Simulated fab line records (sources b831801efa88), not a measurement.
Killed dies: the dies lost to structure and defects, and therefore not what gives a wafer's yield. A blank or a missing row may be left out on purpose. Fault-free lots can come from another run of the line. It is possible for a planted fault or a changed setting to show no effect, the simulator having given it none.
fab line records	flow sky130
[record] lots = 15	wafers = 45	last-day = 50
route steps=708 shown CAP2M@603 METAL4@629 PASSIVATION@692
lots that met no fault: from a run of the same line without faults
start-h: start of the lot's first displayed wafer, in hours after the record's first day	wait-h: time in hours since the lot's previous step	" unchanged from the row above	L1.1+2: a single row standing in for several wafers	- value missing, or start not given	* or withheld: withheld	< > ~ a bound
route shown NAME@n: a module of which the file shows steps, and the number in the route of the first	usual: mean/standard deviation of fault-free wafers	same: alike in all rows	chamber/n: place in a boat	sites: readings site by site	_std_site: the standard deviation of these	_edge_site: outer sites' mean less inner sites'	radius-mm: how far each site lies from the wafer's centre	mask NAME#n: copy n	behind: the most recent tool/chamber to have shaped the wafer	hold: what put the lot on hold/how long, in hours/how the hold closed	device: which transistor (n, p or np) failed to switch	end of line: the same wafers' tests at the end of the route	a step with no rows: only its recipe	killed: dies lost to structure and defects at the first sort, not the wafer's yield	map: dies across one wafer; x = killed, . = not, _ = none there
set.NAME: the run value of the setting; set.NAME@STEP: its run value at that earlier step	model.NAME: the simulator's own value behind a step, which no gauge read
the route's steps for a sample of lots (tables are steps, rows are wafers)
services: from which hour (start-h, from the record's first day; less than 0 if before it) a tool's chamber was out of use, for how many hours, and why
[[steps]]
[step SKY_CAP2M_CVD_00]
[recipe] material = SiO2	target-thk-nm = 15.5	temp-c = 400	time-s = withheld	rf-w = 450
[usual] heater-power-w = 710/90
lot.wafer	tool	chamber	start-h	wait-h	heater-power-w
L151.3	pecvd-01	2	928.25	0.0	587
L151.4	"	1	"	"	781
L151.5	"	2	"	"	600
L153.2	pecvd-02	1	948.84	0.0	898
L153.5	"	0	"	"	764
L153.6	"	1	"	"	880
L154.3	pecvd-03	1	964.25	0.0	741
L154.4	"	0	"	"	787
L154.6	"	1	"	"	723
L155.1	pecvd-03	2	979.13	0.0	674
L155.2	"	0	"	"	700
L155.4	"	0	"	"	713
L156.2	pecvd-01	2	979.43	0.0	610
L156.3	"	0	"	"	802
L156.6	"	1	"	"	800
L158.3	pecvd-03	1	987.69	0.0	668
L158.4	"	1	"	"	694
L158.5	"	2	"	"	678
L157.4	pecvd-02	0	988.60	0.0	833
L157.5	"	2	"	"	535
L157.6	"	1	"	"	851
L159.2	pecvd-03	1	996.64	0.0	633
L159.4	"	1	"	"	625
L159.5	"	2	"	"	579
L161.2	pecvd-03	0	1003.73	0.0	756
L161.3	"	0	"	"	771
L161.6	"	0	"	"	765
L164.3	pecvd-03	1	1034.79	0.0	649
L164.4	"	0	"	"	658
L164.5	"	1	"	"	650
L166.3	pecvd-02	0	1046.37	0.0	822
L166.5	"	1	"	"	775
L166.6	"	0	"	"	837
L169.2	pecvd-02	0	1057.09	0.0	775
L169.3	"	1	"	"	815
L169.4	"	1	"	"	835
L171.2	pecvd-03	1	1066.66	0.0	735
L171.4	"	0	"	"	684
L171.6	"	1	"	"	709
L172.1	pecvd-02	0	1082.93	0.0	867
L172.4	"	2	"	"	635
L172.6	"	0	"	"	867
L173.1	pecvd-03	2	1087.53	0.0	658
L173.2	"	1	"	"	717
L173.4	"	0	"	"	704
[step SKY_CAP2M_OVL_MEAS_12]
[usual] CAP2M_OVL = 1.4/1.1
lot.wafer	tool	chamber	start-h	wait-h	CAP2M_OVL[nm]
L151.3	overlay-01	-	953.83	0.1	0.7
L151.4	"	-	"	"	-1.2
L151.5	"	-	"	"	-0.2
L153.2	overlay-01	-	973.06	0.1	1.1
L153.5	"	-	"	"	2.0
L153.6	"	-	"	"	1.5
L154.3	overlay-01	-	988.78	0.1	2.9
L154.4	"	-	"	"	2.3
L154.6	"	-	"	"	0.7
L155.1	overlay-01	-	1002.32	0.1	1.2
L155.2	"	-	"	"	2.5
L155.4	"	-	"	"	2.9
L156.2	overlay-02	-	1002.62	0.1	0.9
L156.3	"	-	"	"	1.1
L156.6	"	-	"	"	2.2
L158.3	overlay-01	-	1010.47	0.1	1.7
L158.4	"	-	"	"	1.3
L158.5	"	-	"	"	1.2
L157.4	overlay-01	-	1011.55	0.1	2.3
L157.5	"	-	"	"	2.2
L157.6	"	-	"	"	1.6
L159.2	overlay-01	-	1019.17	0.1	2.3
L159.4	"	-	"	"	2.9
L159.5	"	-	"	"	1.0
L161.2	overlay-02	-	1026.17	0.1	-1.1
L161.3	"	-	"	"	1.0
L161.6	"	-	"	"	1.0
L164.3	overlay-02	-	1056.93	0.1	0.8
L164.4	"	-	"	"	4.3
L164.5	"	-	"	"	1.8
L166.3	overlay-02	-	1067.67	0.1	1.7
L166.5	"	-	"	"	2.7
L166.6	"	-	"	"	2.6
L169.2	overlay-01	-	1078.12	0.1	2.1
L169.3	"	-	"	"	1.4
L169.4	"	-	"	"	-0.3
L171.2	overlay-02	-	1087.46	0.1	0.3
L171.4	"	-	"	"	0.2
L171.6	"	-	"	"	1.1
L172.1	overlay-02	-	1102.97	0.1	-0.6
L172.4	"	-	"	"	1.1
L172.6	"	-	"	"	1.2
L173.1	overlay-01	-	1107.61	0.1	0.3
L173.2	"	-	"	"	1.5
L173.4	"	-	"	"	1.6
[step SKY_METAL4_CD_MEAS_13]
[recipe] target-cd-nm = 300
[usual] cd-nm = 300.0/1.4
lot.wafer	tool	chamber	start-h	wait-h	cd-nm
L151.3	cd-sem-01	-	978.21	-	300.9
L151.4	"	-	"	"	299.0
L151.5	"	-	"	"	301.1
L153.2	cd-sem-02	-	997.75	-	300.2
L153.5	"	-	"	"	299.9
L153.6	"	-	"	"	299.3
L154.3	cd-sem-01	-	1012.45	-	301.5
L154.4	"	-	"	"	301.9
L154.6	"	-	"	"	301.4
L155.1	cd-sem-02	-	1025.67	-	300.3
L155.2	"	-	"	"	302.0
L155.4	"	-	"	"	300.2
L156.2	cd-sem-02	-	1026.13	-	300.5
L156.3	"	-	"	"	300.9
L156.6	"	-	"	"	300.4
L158.3	cd-sem-02	-	1034.06	-	301.4
L158.4	"	-	"	"	301.0
L158.5	"	-	"	"	300.4
L157.4	cd-sem-02	-	1035.23	-	299.6
L157.5	"	-	"	"	300.1
L157.6	"	-	"	"	298.6
L159.2	cd-sem-02	-	1042.04	-	299.5
L159.4	"	-	"	"	300.6
L159.5	"	-	"	"	298.8
L161.2	cd-sem-02	-	1049.23	-	299.5
L161.3	"	-	"	"	300.7
L161.6	"	-	"	"	300.9
L164.3	cd-sem-01	-	1079.05	-	301.7
L164.4	"	-	"	"	301.7
L164.5	"	-	"	"	301.3
L166.3	cd-sem-02	-	1089.11	-	299.9
L166.5	"	-	"	"	300.1
L166.6	"	-	"	"	300.2
L169.2	cd-sem-01	-	1099.69	-	300.6
L169.3	"	-	"	"	300.8
L169.4	"	-	"	"	301.4
L171.2	cd-sem-02	-	1108.44	-	297.8
L171.4	"	-	"	"	297.9
L171.6	"	-	"	"	299.1
L172.1	cd-sem-02	-	1123.31	-	301.3
L172.4	"	-	"	"	301.8
L172.6	"	-	"	"	301.5
L173.1	cd-sem-02	-	1127.92	-	299.2
L173.2	"	-	"	"	300.0
L173.4	"	-	"	"	299.8
[step SKY_PASSIVATION_ETCH_11]
[recipe] chemistry = CF4/O2	target-depth-nm = 725	stop-on = AlCu	source-w = 800	bias-w = 150	pressure-mtorr = 150	cf4-flow-sccm = 80	O2_flow_sccm = 10	time-s = 161.1
[usual] drypump-motor-current-A = 5.7/0.4	oes-product-au = 0.974/0.0078	throttle-valve-pct = 5.964/0.0094
lot.wafer	tool	chamber	start-h	wait-h	drypump-motor-current-A	oes-product-au	rf-hours-counter-h	throttle-valve-pct
L151.3	rie-diel-03	2	1050.66	-	5.8	0.966	6	5.973
L151.4	"	3	"	"	6.1	0.971	19	5.957
L151.5	"	3	"	"	6.1	0.974	-	5.955
L153.2	rie-diel-03	1	1067.17	-	6.0	0.980	19	5.973
L153.5	"	3	"	"	6.1	0.976	-	5.970
L153.6	"	2	"	"	5.9	0.987	-	5.955
L154.3	rie-diel-03	1	1080.61	-	6.0	0.978	19	5.958
L154.4	"	3	"	"	6.2	0.976	20	5.980
L154.6	"	2	"	"	5.9	0.973	-	5.966
L155.1	rie-diel-04	3	1094.96	-	5.8	0.959	19	5.952
L155.2	"	2	"	"	6.7	0.963	8	5.968
L155.4	"	0	"	"	5.7	0.974	21	5.975
L156.2	rie-diel-04	3	1095.62	-	5.8	0.959	19	5.970
L156.3	"	0	"	"	5.7	0.968	21	5.975
L156.6	"	3	"	"	5.8	0.968	-	5.947
L158.3	rie-diel-03	2	1101.11	-	5.9	0.976	8	5.966
L158.4	"	3	"	"	6.1	0.974	21	5.974
L158.5	"	0	"	"	5.3	0.982	-	5.969
L157.4	rie-diel-01	2	1102.06	-	5.8	0.973	16	5.956
L157.5	"	0	"	"	5.1	0.977	-	5.971
L157.6	"	1	"	"	5.4	0.973	-	5.952
L159.2	rie-diel-01	0	1109.36	-	5.1	0.981	19	5.972
L159.4	"	3	"	"	5.6	0.984	7	5.965
L159.5	"	2	"	"	5.8	0.980	-	5.970
L161.2	rie-diel-01	0	1115.81	-	5.2	0.964	19	5.956
L161.3	"	2	"	"	5.8	0.962	17	5.953
L161.6	"	1	"	"	5.4	0.976	-	5.975
L164.3	rie-diel-04	2	1141.22	-	6.6	0.966	10	5.946
L164.4	"	3	"	"	5.8	0.968	21	5.954
L164.5	"	0	"	"	5.7	0.976	-	5.968
L166.3	rie-diel-04	2	1150.46	-	6.7	0.847	10	5.933
L166.5	"	0	"	"	5.7	0.851	-	5.928
L166.6	"	1	"	"	5.7	0.976	-	5.959
L169.2	rie-diel-04	1	1160.31	-	5.7	0.848	14	5.918
L169.3	"	2	"	"	6.7	0.837	11	5.909
L169.4	"	3	"	"	5.8	0.962	21	5.951
L171.2	rie-diel-04	0	1167.92	-	5.6	0.856	24	5.921
L171.4	"	2	"	"	6.7	0.977	11	5.966
L171.6	"	2	"	"	6.7	0.973	-	5.962
L172.1	rie-diel-01	1	1180.92	-	5.4	0.975	25	5.969
L172.4	"	0	"	"	5.2	0.985	21	5.950
L172.6	"	1	"	"	5.4	0.981	-	5.970
L173.1	rie-diel-01	1	1184.17	-	5.4	0.976	25	5.961
L173.2	"	0	"	"	5.1	0.963	22	5.940
L173.4	"	2	"	"	5.8	0.984	19	5.971
[step SKY_PASSIVATION_STRIP_12]
[recipe] chemistry = O2/N2	power-w = 1400	pressure-mtorr = 1500	platen-temp-c = withheld	overash-fraction = 0.7	o2-flow-sccm = 3000	n2-flow-sccm = 300
[usual] drypump-motor-current-A = 6.0/0.66	oes-product-au = 0.661/0.0045	strip-time-to-endpoint-s = 31.57/0.13
lot.wafer	tool	chamber	start-h	wait-h	drypump-motor-current-A	oes-product-au	rf-hours-counter-h	strip-time-to-endpoint-s
L151.3	plasma-asher-04	0	1050.80	0.1	6.6	0.657	-	31.81
L151.4	"	1	"	"	6.6	0.663	-	31.79
L151.5	"	0	"	"	6.6	0.665	-	31.75
L153.2	plasma-asher-01	1	1067.27	0.1	6.3	0.661	94	31.63
L153.5	"	1	"	"	6.2	0.662	-	31.52
L153.6	"	0	"	"	4.7	0.658	-	31.67
L154.3	plasma-asher-04	0	1080.75	0.1	6.6	0.660	-	31.45
L154.4	"	1	"	"	6.7	0.662	-	31.48
L154.6	"	0	"	"	6.6	0.661	-	31.70
L155.1	plasma-asher-02	0	1095.06	0.1	5.7	0.666	66	31.81
L155.2	"	1	"	"	5.7	0.667	66	31.77
L155.4	"	0	"	"	5.7	0.654	-	31.57
L156.2	plasma-asher-02	0	1095.72	0.1	5.7	0.666	66	31.72
L156.3	"	1	"	"	5.7	0.661	-	31.70
L156.6	"	1	"	"	5.7	0.651	-	31.82
L158.3	plasma-asher-04	0	1101.25	0.1	6.6	0.662	-	31.54
L158.4	"	1	"	"	6.7	0.661	-	31.60
L158.5	"	1	"	"	6.7	0.656	-	31.55
L157.4	plasma-asher-04	1	1102.20	0.1	6.7	0.658	-	31.73
L157.5	"	0	"	"	6.6	0.654	-	31.61
L157.6	"	1	"	"	6.6	0.662	-	31.69
L159.2	plasma-asher-01	1	1109.46	0.1	6.3	0.657	98	31.34
L159.4	"	1	"	"	6.3	0.661	-	31.49
L159.5	"	0	"	"	4.7	0.665	-	31.43
L161.2	plasma-asher-04	1	1115.92	0.1	6.6	0.662	5	31.53
L161.3	"	0	"	"	6.6	0.660	-	31.76
L161.6	"	1	"	"	6.6	0.660	-	31.66
L164.3	plasma-asher-04	0	1141.36	0.1	6.6	0.673	-	31.64
L164.4	"	1	"	"	6.7	0.658	-	31.71
L164.5	"	0	"	"	6.6	0.667	-	31.49
L166.3	plasma-asher-01	0	1150.60	0.1	4.7	0.660	-	32.72
L166.5	"	1	"	"	6.3	0.663	-	32.78
L166.6	"	0	"	"	4.7	0.660	-	31.46
L169.2	plasma-asher-02	0	1160.42	0.1	5.7	0.668	73	32.87
L169.3	"	0	"	"	5.7	0.656	-	32.86
L169.4	"	1	"	"	5.7	0.663	-	31.67
L171.2	plasma-asher-02	1	1168.02	0.1	5.7	0.664	74	32.79
L171.4	"	0	"	"	5.7	0.665	-	31.65
L171.6	"	0	"	"	5.7	0.663	-	31.58
L172.1	plasma-asher-02	1	1181.02	0.1	5.7	0.663	75	31.60
L172.4	"	0	"	"	5.7	0.652	-	31.45
L172.6	"	1	"	"	5.7	0.660	-	31.58
L173.1	plasma-asher-04	1	1184.27	0.1	6.7	0.662	11	31.76
L173.2	"	0	"	"	6.6	0.664	11	31.57
L173.4	"	1	"	"	6.7	0.662	-	31.64
[[services]]
tool	chamber	start-h	hours	kind
plasma-asher-04	-	904.44	11.5	repair
rie-diel-01	-	949.93	0.2	repair
pecvd-02	1	951.87	5.2	repair
rie-diel-03	2	964.26	13.7	repair
rie-diel-01	0	988.41	1.2	repair
pecvd-02	2	996.67	3.9	repair
pecvd-03	2	1001.76	23.7	repair
pecvd-02	-	1016.33	25.9	repair
pecvd-03	1	1017.23	4.1	repair
plasma-asher-02	-	1029.89	1.2	repair
rie-diel-03	3	1040.74	7.6	repair
rie-diel-04	-	1046.72	14.6	pm
pecvd-03	-	1047.68	6.0	pm
plasma-asher-04	-	1055.25	9.0	pm
rie-diel-03	3	1057.69	3.9	repair
rie-diel-03	1	1109.17	4.7	repair
rie-diel-03	0	1119.20	1.6	repair
rie-diel-01	1	1122.20	3.5	repair
rie-diel-01	0	1123.82	3.9	repair
rie-diel-01	-	1132.84	2.8	pm
pecvd-02	2	1138.04	4.5	repair
plasma-asher-04	-	1142.56	7.4	repair
rie-diel-04	-	1171.18	0.3	repair
pecvd-02	2	1179.93	5.2	repair
[[key]]
[first-sign] step = SKY_PASSIVATION_ETCH_11	reading = oes-product-au	direction = down	sigmas = 16	usual = 0.974	struck = 0.848
[effect] step = SKY_PASSIVATION_ETCH_11	reading = throttle-valve-pct	direction = down	sigmas = 4.4	usual = 5.964	struck = 5.922
[effect] step = SKY_PASSIVATION_STRIP_12	reading = strip-time-to-endpoint-s	direction = up	sigmas = 9.5	usual = *	struck = *
met-at SKY_PASSIVATION_ETCH_11
struck-lots L166,L169,L171
struck-wafers L166.3,L166.5,L169.2,L169.3,L171.2
later-rows-left-out L166.3,L166.5,L169.2,L169.3,L171.2
sort-left-out L166.3,L166.5,L169.2,L169.3,L171.2
not-acting-at SKY_CAP2M_CVD_00,SKY_CAP2M_OVL_MEAS_12,SKY_METAL4_CD_MEAS_13
onset-between 1141.22 1150.46
[fault] kind = process-parameter-drift	tool = rie-diel-04	chamber = -	onset-h = 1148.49	steps = SKY_PASSIVATION_ETCH_11	channel = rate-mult	offset = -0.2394	shape = step	end-h = 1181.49	scope = struck-wafers-only
// sort-left-out: the simulated sort isn't trusted on such a fault, so these wafers' sort isn't shown, and their yield isn't known
// later-rows-left-out: the simulator's readings of these wafers behind a module that went badly wrong aren't trusted and aren't shown, but for the sort
